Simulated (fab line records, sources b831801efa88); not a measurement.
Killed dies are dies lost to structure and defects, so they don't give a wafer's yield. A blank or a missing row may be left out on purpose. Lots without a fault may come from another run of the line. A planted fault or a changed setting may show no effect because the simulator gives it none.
Problem report in the 8D (eight disciplines) form, filled by code | flow gf180mcu | the parts of the form that need people (team, actions taken, sign-off) are left out

1. THE PROBLEM
PSD_TW at GF_PSD_TW_MEAS_11 reads a mean of 3311 on 5 wafers of 2 lots; wafers without a fault read 3169 with a standard deviation of 26. That is +5.5 standard deviations from the usual mean.
First seen on wafer L166.1, day 17 20:28, on film_metro-02. The record holds 32 wafers of 11 lots with a number at this step. Rule for "out", or "out of limits": more than 4 standard deviations from the usual mean. The other wafers with a number count as sound.

2. WHAT IT IS AND WHAT IT IS NOT
question                    | is                     | is not
which readings at this step | PSD_TW                 | -
which lots                  | L166, L167             | L156, L158, L160, L161, L162, L172, L177, L178, L179
which wafers of those lots  | all that have a number | -
read on which gauges        | film_metro-02          | film_metro-01, film_metro-03
when                        | from day 17 20:28      | up to then (15 sound wafers); but 12 sound wafers of L172, L177, L178, L179 came after

3. SUSPECTS, AND WHAT RULES EACH OUT
Counting: a tool at a process step up to the reading stays a suspect if it ran every lot that is out and no sound lot after the first of them.
- the gauge at GF_PSD_TW_MEAS_11: ruled out. All the wafers that are out were read on film_metro-02, but those of them that GF_PSD_IMPLANT_09 has rows for are out there too, on other tools.
- plasma_asher-03 at GF_HV_LDD_STRIP_49 (strips in O2/N2): ruled out as a lasting fault. Sound lots L177 ran on it after its first lot that is out, L166 (day 15 20:22).
- implanter-01 at GF_PSD_IMPLANT_09: kept. It ran every lot that is out, first L166 (day 17 20:13), and no sound lot after that; its last sound lot up to then is L160 (day 15 11:22). Its own readings are out on those wafers: beam_on_s, end_station_pressure_torr, faraday_current_uA.
Left after counting: implanter-01 at GF_PSD_IMPLANT_09.

4. THE CAUSE (what the simulator had put in)
Process parameter drift: implanter-01, from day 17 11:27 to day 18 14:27, at GF_PSD_IMPLANT_09. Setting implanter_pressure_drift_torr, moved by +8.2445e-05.
Process parameter drift: implanter-01, from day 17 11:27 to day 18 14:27, at GF_PSD_IMPLANT_09. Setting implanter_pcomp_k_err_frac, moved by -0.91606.
Counting left only this tool.

5. THE CHAIN OF EFFECTS, in route order
Each row: a reading whose mean over the struck wafers that have a number lies more than 3 standard deviations from the usual. Only readings for which the record gives a usual standard deviation are gone through. hours: the time from each lot's start at the first step in this table that gives one to its start at this step, as a median over the lots. sigmas: the change in usual standard deviations.
hours | step              | reading                   | usual         | on struck wafers | change    | sigmas
0     | GF_PSD_IMPLANT_09 | beam_on_s                 | 9.99 s        | 13.11            | +3.12     | +16
0     | GF_PSD_IMPLANT_09 | end_station_pressure_torr | 1.17e-05 Torr | 9.38e-05         | +8.21e-05 | +99 or more
0     | GF_PSD_IMPLANT_09 | faraday_current_uA        | 8260          | 6380             | -1880     | -12
0     | GF_PSD_STRIP_10   | oes_product_au            | 0.592 a.u.    | 0.575            | -0.017    | -3.5
0     | GF_PSD_STRIP_10   | strip_time_to_endpoint_s  | 16.51 s       | 17.32            | +0.81     | +18
0     | GF_PSD_TW_MEAS_11 | PSD_TW                    | 3169          | 3311             | +142      | +5.5
1     | GF_PSD_RS_MEAS_15 | PSD_RS                    | 108.6 ohm/sq  | 104.0            | -4.6      | -15
The process steps in it:
- GF_PSD_IMPLANT_09
- GF_PSD_STRIP_10: strips in O2/N2.

6. WHAT WOULD HAVE CAUGHT IT SOONER
In this record the first reading out of limits at a measuring or inspecting step was taken at day 17 20:28, 9 hours after the fault began at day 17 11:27.
The tool's own readings at GF_PSD_IMPLANT_09 were out on every struck wafer that the step has a row for (beam_on_s, end_station_pressure_torr, faraday_current_uA): an alarm limit on them would have fired on the first of those.
Of the lots that are out (2), L167 began GF_PSD_IMPLANT_09 on implanter-01 after day 17 20:28. A hold on the tool at that time would have spared it.
